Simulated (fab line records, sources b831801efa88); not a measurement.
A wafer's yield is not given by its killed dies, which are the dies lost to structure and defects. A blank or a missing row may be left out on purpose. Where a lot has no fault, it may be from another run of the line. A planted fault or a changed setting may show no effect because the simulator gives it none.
fab line records	flow gf180mcu
[record] lots = 15	wafers = 45	last-day = 34
route steps=602 shown M1@332 V1@340
lots that met no fault: taken from a fault-free run of the same line
start-h: hours from the record's opening day to when the first of the lot's shown wafers began	wait-h: hours since the lot's step before	" identical to the entry in the row above	L1.1+2: a row that stands for several wafers	- either no value or no given start	* or withheld: withheld	< > ~ a bound
route shown NAME@n: a module of which the file shows steps, and the number in the route of the first	usual: mean and standard deviation over wafers with no fault	same: alike in all rows	chamber/n: place in a boat	sites: readings site by site	_std_site: how widely they spread, as a standard deviation	_edge_site: mean of outer sites minus mean of inner sites	radius-mm: how far each site lies from the wafer's centre	mask NAME#n: copy n	behind: the tool/chamber that last shaped the wafer	hold: reason for holding the lot/hours on hold/outcome of the hold	device: transistor that didn't switch, given as n, p or np	end of line: at the end of the route, the tests of the same wafers	a step without rows: its recipe alone	killed: dies that structure and defects cost at the first sort, which is not the same as the wafer's yield	map: a wafer's dies, marking killed ones x, the rest . and places with no die _
set.NAME: setting as actually run; set.NAME@STEP: the setting as run at that earlier step	model.NAME: the simulator's own value behind a step, which no gauge read
one table for each step of the route and one row for each wafer, over a sample of lots
services: when a tool's chamber went out of use (start-h, in hours from the record's first day, below 0 if earlier), for how many hours, and the reason
[[steps]]
[step GF_M1_STRIP_17]
[recipe] chemistry = O2/N2	power-w = 1454	pressure-mtorr = 1500	platen-temp-c = 250	o2-flow-sccm = 3000	n2-flow-sccm = 300	overash-fraction = 0.5
[usual] drypump-motor-current-A = 5.7/0.44	heater-power-w = 312/47	oes-product-au = 0.559/0.0046	strip-time-to-endpoint-s = 7.65/0.038
lot.wafer	tool	chamber	start-h	wait-h	drypump-motor-current-A	heater-power-w	oes-product-au	rf-hours-counter-h	strip-time-to-endpoint-s
L455.2	plasma-asher-01	1	380.52	0.1	5.7	351	0.553	61	7.63
L455.3	"	0	"	"	5.8	243	0.565	-	7.67
L455.6	"	0	"	"	5.7	248	0.554	-	7.59
L456.1	plasma-asher-01	1	398.16	0.1	5.7	356	0.562	63	7.67
L456.4	"	0	"	"	5.8	248	0.560	-	7.61
L456.5	"	0	"	"	5.8	251	0.559	-	7.62
L457.1	plasma-asher-03	1	402.57	0.1	6.3	356	0.554	77	7.60
L457.2	"	0	"	"	5.6	377	0.557	77	7.57
L457.5	"	0	"	"	5.7	364	0.551	-	7.57
L458.1	plasma-asher-01	0	422.17	0.1	5.8	247	0.560	66	7.70
L458.2	"	1	"	"	5.7	363	0.565	66	7.68
L458.3	"	0	"	"	5.8	249	0.565	-	7.69
L461.1	plasma-asher-04	0	451.66	0.1	6.0	265	0.557	2	7.63
L461.2	"	1	"	"	4.8	296	0.565	2	7.67
L461.6	"	1	"	"	4.9	287	0.556	-	7.65
L462.3	plasma-asher-04	1	455.50	0.1	4.8	302	0.560	-	7.62
L462.4	"	0	"	"	6.0	266	0.553	-	7.63
L462.5	"	0	"	"	6.0	271	0.549	-	7.66
L466.2	plasma-asher-01	0	484.56	0.1	5.9	249	0.558	73	7.65
L466.5	"	1	"	"	5.7	361	0.570	-	7.66
L466.6	"	0	"	"	5.8	255	0.562	-	7.64
L467.3	plasma-asher-04	1	495.15	0.1	4.9	295	0.554	-	7.66
L467.4	"	0	"	"	6.1	261	0.556	-	7.64
L467.5	"	0	"	"	6.0	268	0.566	-	7.68
L468.1	plasma-asher-01	1	501.32	0.1	5.7	360	0.558	75	7.61
L468.2	"	0	"	"	5.8	252	0.567	75	7.66
L468.4	"	0	"	"	5.9	255	0.554	-	7.63
L470.1	plasma-asher-01	1	518.32	0.2	5.7	358	0.564	77	7.67
L470.2	"	0	"	"	5.8	251	0.555	77	7.66
L470.4	"	0	"	"	5.8	252	0.560	-	7.69
L474.1	plasma-asher-04	0	549.78	0.2	6.0	264	0.559	12	7.72
L474.3	"	1	"	"	4.9	290	0.564	-	7.70
L474.4	"	0	"	"	6.0	273	0.556	-	7.64
L475.2	plasma-asher-03	1	559.93	0.1	6.3	355	0.557	93	7.63
L475.3	"	1	"	"	6.3	360	0.558	-	7.64
L475.5	"	0	"	"	5.7	365	0.554	-	7.61
L476.2	plasma-asher-04	0	565.97	0.1	6.1	271	0.553	14	7.64
L476.3	"	1	"	"	4.9	287	0.558	-	7.59
L476.5	"	1	"	"	4.8	300	0.552	-	7.59
L477.3	plasma-asher-03	0	571.35	0.1	5.6	374	0.559	-	7.68
L477.4	"	1	"	"	6.3	356	0.557	-	7.67
L477.6	"	0	"	"	5.6	371	0.557	-	7.69
L478.2	plasma-asher-03	1	582.82	0.1	6.3	351	0.554	96	7.72
L478.3	"	0	"	"	5.7	359	0.557	-	7.69
L478.4	"	1	"	"	6.3	352	0.560	-	7.71
[step GF_V1_BOW_MEAS_05]
[recipe] mode = bow
[usual] V1_BOW = 81/7
lot.wafer	tool	chamber	start-h	wait-h	V1_BOW[um]
L455.2	film-metro-02	-	381.64	0.3	78
L455.3	"	-	"	"	83
L455.6	"	-	"	"	69
L456.1	film-metro-03	-	402.97	0.2	82
L456.4	"	-	"	"	77
L456.5	"	-	"	"	77
L457.1	film-metro-03	-	403.76	0.2	92
L457.2	"	-	"	"	77
L457.5	"	-	"	"	81
L458.1	film-metro-02	-	423.82	0.1	75
L458.2	"	-	"	"	78
L458.3	"	-	"	"	75
L461.1	film-metro-01	-	452.78	0.1	86
L461.2	"	-	"	"	88
L461.6	"	-	"	"	73
L462.3	film-metro-03	-	456.63	0.2	74
L462.4	"	-	"	"	72
L462.5	"	-	"	"	74
L466.2	film-metro-02	-	485.67	0.2	88
L466.5	"	-	"	"	87
L466.6	"	-	"	"	84
L467.3	film-metro-01	-	496.32	0.3	88
L467.4	"	-	"	"	84
L467.5	"	-	"	"	80
L468.1	film-metro-01	-	502.64	0.1	82
L468.2	"	-	"	"	77
L468.4	"	-	"	"	77
L470.1	film-metro-01	-	519.44	0.1	84
L470.2	"	-	"	"	75
L470.4	"	-	"	"	89
L474.1	film-metro-01	-	550.88	0.1	86
L474.3	"	-	"	"	78
L474.4	"	-	"	"	78
L475.2	film-metro-01	-	561.05	0.1	83
L475.3	"	-	"	"	69
L475.5	"	-	"	"	80
L476.2	film-metro-03	-	567.08	0.2	87
L476.3	"	-	"	"	77
L476.5	"	-	"	"	76
L477.3	film-metro-01	-	572.45	0.2	75
L477.4	"	-	"	"	90
L477.6	"	-	"	"	80
L478.2	film-metro-03	-	584.00	0.2	82
L478.3	"	-	"	"	79
L478.4	"	-	"	"	90
[step GF_V1_SOFTBAKE_10]
[recipe] temp-c = 130	time-s = 60	resist = KrF
[usual] heater-power-total-W = 93.05/0.057	plate-temp-C = 130.03/0.13
lot.wafer	tool	chamber	start-h	wait-h	heater-power-total-W	plate-temp-C
L455.2	litho-track-02	0	393	-	93.07	130.27
L455.3	"	0	"	"	93.06	130.14
L455.6	"	0	"	"	93.05	129.92
L456.1	litho-track-01	0	413	-	93.02	129.97
L456.4	"	0	"	"	93.01	129.96
L456.5	"	0	"	"	93.12	129.95
L457.1	litho-track-03	0	415	-	93.13	129.96
L457.2	"	0	"	"	93.09	130.19
L457.5	"	0	"	"	92.95	130.03
L458.1	litho-track-01	0	435	-	93.07	129.95
L458.2	"	0	"	"	93.01	130.18
L458.3	"	0	"	"	93.09	129.91
L461.1	litho-track-02	0	464	-	93.05	130.24
L461.2	"	0	"	"	93.06	130.16
L461.6	"	0	"	"	93.06	130.26
L462.3	litho-track-03	0	469	-	93.07	130.03
L462.4	"	0	"	"	93.07	130.14
L462.5	"	0	"	"	93.14	130.29
L466.2	litho-track-03	0	497	-	93.03	130.20
L466.5	"	0	"	"	93.04	129.92
L466.6	"	0	"	"	92.92	130.08
L467.3	litho-track-03	0	508	-	81.30	117.31
L467.4	"	0	"	"	81.18	117.16
L467.5	"	0	"	"	81.10	117.12
L468.1	litho-track-03	0	514	-	81.13	117.00
L468.2	"	0	"	"	81.06	117.00
L468.4	"	0	"	"	81.23	117.13
L470.1	litho-track-03	0	531	-	81.20	117.02
L470.2	"	0	"	"	81.20	117.26
L470.4	"	0	"	"	81.16	116.98
L474.1	litho-track-01	0	561	-	93.07	129.99
L474.3	"	0	"	"	92.94	130.08
L474.4	"	0	"	"	93.01	129.87
L475.2	litho-track-01	0	571	-	93.11	129.97
L475.3	"	0	"	"	93.02	130.00
L475.5	"	0	"	"	92.90	129.96
L476.2	litho-track-02	0	578	-	93.17	129.97
L476.3	"	0	"	"	93.04	130.12
L476.5	"	0	"	"	93.01	130.11
L477.3	litho-track-02	0	582	-	93.00	129.91
L477.4	"	0	"	"	93.07	129.96
L477.6	"	0	583	-	93.07	129.97
L478.2	litho-track-02	0	594	-	93.03	130.02
L478.3	"	0	"	"	93.03	130.16
L478.4	"	0	"	"	93.02	129.82
[step GF_V1_CD_MEAS_14]
[recipe] target-cd-nm = 260
[usual] cd-nm = 259.7/1.1
lot.wafer	tool	chamber	start-h	wait-h	cd-nm
L455.2	cd-sem-02	-	403.96	0.1	259.8
L455.3	"	-	"	"	260.0
L455.6	"	-	"	"	260.0
L456.1	cd-sem-01	-	425.86	0.1	259.2
L456.4	"	-	"	"	258.9
L456.5	"	-	"	"	258.0
L457.1	cd-sem-01	-	427.29	0.1	259.0
L457.2	"	-	"	"	259.8
L457.5	"	-	"	"	258.6
L458.1	cd-sem-02	-	448.61	0.2	260.7
L458.2	"	-	"	"	261.0
L458.3	"	-	"	"	261.4
L461.1	cd-sem-01	-	477.16	0.1	259.0
L461.2	"	-	"	"	260.2
L461.6	"	-	"	"	259.8
L462.3	cd-sem-02	-	481.10	0.1	260.0
L462.4	"	-	"	"	259.4
L462.5	"	-	"	"	260.7
L466.2	cd-sem-02	-	509.51	0.1	258.4
L466.5	"	-	"	"	258.9
L466.6	"	-	"	"	259.7
L467.3	cd-sem-01	-	519.69	0.1	233.1
L467.4	"	-	"	"	232.2
L467.5	"	-	"	"	232.9
L468.1	cd-sem-02	-	526.30	0.1	233.9
L468.2	"	-	"	"	233.9
L468.4	"	-	"	"	234.4
L470.1	cd-sem-02	-	542.36	0.1	239.1
L470.2	"	-	"	"	238.8
L470.4	"	-	"	"	239.9
L474.1	cd-sem-01	-	572.89	0.1	259.5
L474.3	"	-	"	"	259.8
L474.4	"	-	"	"	258.5
L475.2	cd-sem-02	-	582.33	0.1	260.2
L475.3	"	-	"	"	260.7
L475.5	"	-	"	"	260.7
L476.2	cd-sem-02	-	588.41	0.1	260.1
L476.3	"	-	"	"	260.7
L476.5	"	-	"	"	260.0
L477.3	cd-sem-01	-	593.24	0.1	258.6
L477.4	"	-	"	"	258.4
L477.6	"	-	"	"	258.7
L478.2	cd-sem-02	-	605.18	0.1	261.5
L478.3	"	-	"	"	260.3
L478.4	"	-	"	"	260.9
[step GF_V1_OVL_MEAS_15]
[usual] V1_OVL = -2/5.2
lot.wafer	tool	chamber	start-h	wait-h	V1_OVL[nm]
L455.2	overlay-01	-	404.06	0.1	6
L455.3	"	-	"	"	0
L455.6	"	-	"	"	-1
L456.1	overlay-02	-	425.98	0.1	7
L456.4	"	-	"	"	-1
L456.5	"	-	"	"	4
L457.1	overlay-01	-	427.41	0.1	3
L457.2	"	-	"	"	-1
L457.5	"	-	"	"	-3
L458.1	overlay-01	-	448.73	0.1	-3
L458.2	"	-	"	"	3
L458.3	"	-	"	"	-4
L461.1	overlay-01	-	477.28	0.1	1
L461.2	"	-	"	"	0
L461.6	"	-	"	"	-6
L462.3	overlay-01	-	481.20	0.1	-3
L462.4	"	-	"	"	-3
L462.5	"	-	"	"	-2
L466.2	overlay-01	-	509.61	0.1	-2
L466.5	"	-	"	"	2
L466.6	"	-	"	"	0
L467.3	overlay-01	-	519.78	0.1	-9
L467.4	"	-	"	"	-3
L467.5	"	-	"	"	-16
L468.1	overlay-01	-	526.42	0.1	-2
L468.2	"	-	"	"	-8
L468.4	"	-	"	"	-5
L470.1	overlay-02	-	542.48	0.1	-6
L470.2	"	-	"	"	-6
L470.4	"	-	"	"	-4
L474.1	overlay-02	-	573.01	0.1	0
L474.3	"	-	"	"	3
L474.4	"	-	"	"	2
L475.2	overlay-01	-	582.44	0.1	-6
L475.3	"	-	"	"	-7
L475.5	"	-	"	"	-9
L476.2	overlay-02	-	588.51	0.1	6
L476.3	"	-	"	"	1
L476.5	"	-	"	"	-7
L477.3	overlay-02	-	593.33	0.1	-9
L477.4	"	-	"	"	-11
L477.6	"	-	"	"	-9
L478.2	overlay-02	-	605.29	0.1	8
L478.3	"	-	"	"	1
L478.4	"	-	"	"	10
[[services]]
tool	chamber	start-h	hours	kind
plasma-asher-01	-	362.55	0.3	repair
plasma-asher-03	-	388.90	3.3	repair
plasma-asher-04	-	421.25	9.0	pm
plasma-asher-04	0	421.25	9.0	vent-cycle
plasma-asher-04	1	421.25	9.0	vent-cycle
plasma-asher-04	0	430.25	-	clean
plasma-asher-04	1	430.25	-	clean
plasma-asher-04	-	506.35	3.5	repair
plasma-asher-01	-	519.76	6.1	repair
plasma-asher-03	-	586.01	2.2	repair
[[key]]
[first-sign] step = GF_V1_SOFTBAKE_10	reading = heater-power-total-W	direction = down	sigmas = 99+	usual = 93.05	struck = 81.17
[effect] step = GF_V1_SOFTBAKE_10	reading = plate-temp-C	direction = down	sigmas = 99+	usual = *	struck = *
[effect] step = GF_V1_CD_MEAS_14	reading = cd-nm	direction = down	sigmas = 22	usual = 259.7	struck = 235.4	through = control-loop
met-at GF_V1_SOFTBAKE_10
struck-lots L467,L468,L470
sort-left-out L467.3,L467.4,L467.5,L468.1,L468.2,L468.4
[loop-trim] step = GF_V1_EXPOSE_11	setting = dose	lots = L470
not-acting-at GF_M1_STRIP_17,GF_V1_BOW_MEAS_05,GF_V1_OVL_MEAS_15
onset-between 497 508
[fault] kind = process-parameter-drift	tool = litho-track-03	chamber = -	onset-h = 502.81	steps = GF_V1_SOFTBAKE_10	channel = temp-c	offset = *	shape = step	end-h = 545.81	acts-in = *	stated = *
// sort-left-out: the simulated sort isn't trusted on such a fault, so these wafers' sort isn't shown, and their yield isn't known
// loop-trim: a control loop set the setting to another value than it would have without faults
